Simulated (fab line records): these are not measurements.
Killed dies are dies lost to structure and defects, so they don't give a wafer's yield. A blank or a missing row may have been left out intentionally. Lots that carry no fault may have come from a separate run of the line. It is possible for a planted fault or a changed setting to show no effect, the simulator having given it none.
Which tool is to blame? + flow sky130 + 11 lots (33 wafers sampled), 1 step of a 708-step route

== WHAT THE GAUGES READ, wafer by wafer ==
SKY_VIA4_THK_MEAS_20: measures by xrf.
| lot  | measured     | on           | VIA4_W_THK (nm) |
|------|--------------|--------------|-----------------|
| L477 | day 43 00:49 | filmMetro-01 | 518 509 504     |
| L478 | day 43 03:24 | filmMetro-04 | 508 519 525     |
| L479 | day 43 06:01 | filmMetro-04 | 534 517 517     |
| L480 | day 43 19:08 | filmMetro-04 | 519 510 515     |
| L481 | day 44 00:47 | filmMetro-04 | 522 518 530     |
| L485 | day 45 00:58 | filmMetro-03 | 524 504 514     |
| L488 | day 45 13:10 | filmMetro-04 | 516 508 522     |
| L489 | day 45 21:08 | filmMetro-01 | 499 524 507     |
| L493 | day 47 04:05 | filmMetro-04 | 529 505 506     |
| L498 | day 48 04:31 | filmMetro-04 | 526 505 534     |
| L499 | day 48 12:00 | filmMetro-03 | 508 518 507     |

== WHAT TOOL EACH LOT RAN ON (gives the tool, then ch and the chambers of the sampled wafers, and finally the start) ==
There is no process step in the record ahead of these readings.

== THE ANSWER, worked out from the rows above alone ==
Rule: usual is defined by the lots themselves. The widest of any qualifying gaps counts: lots, ordered by their means at a reading, are off when they make up no more than a third of the lots, leave a main group of 4 or more, and stand apart from it by 3 or more times the standard deviation of that group's means. A main group whose means are all the same, to the digits that the tables above print for the reading, isn't used. A lot without any number at a reading at which 4 lots or more have one is off too. Where the step has rows for the other lots, those lots are counted as sound.
Nothing can be told from this: no lot is off at any reading shown.

== WHAT WAS PUT IN BY THE SIMULATOR ==
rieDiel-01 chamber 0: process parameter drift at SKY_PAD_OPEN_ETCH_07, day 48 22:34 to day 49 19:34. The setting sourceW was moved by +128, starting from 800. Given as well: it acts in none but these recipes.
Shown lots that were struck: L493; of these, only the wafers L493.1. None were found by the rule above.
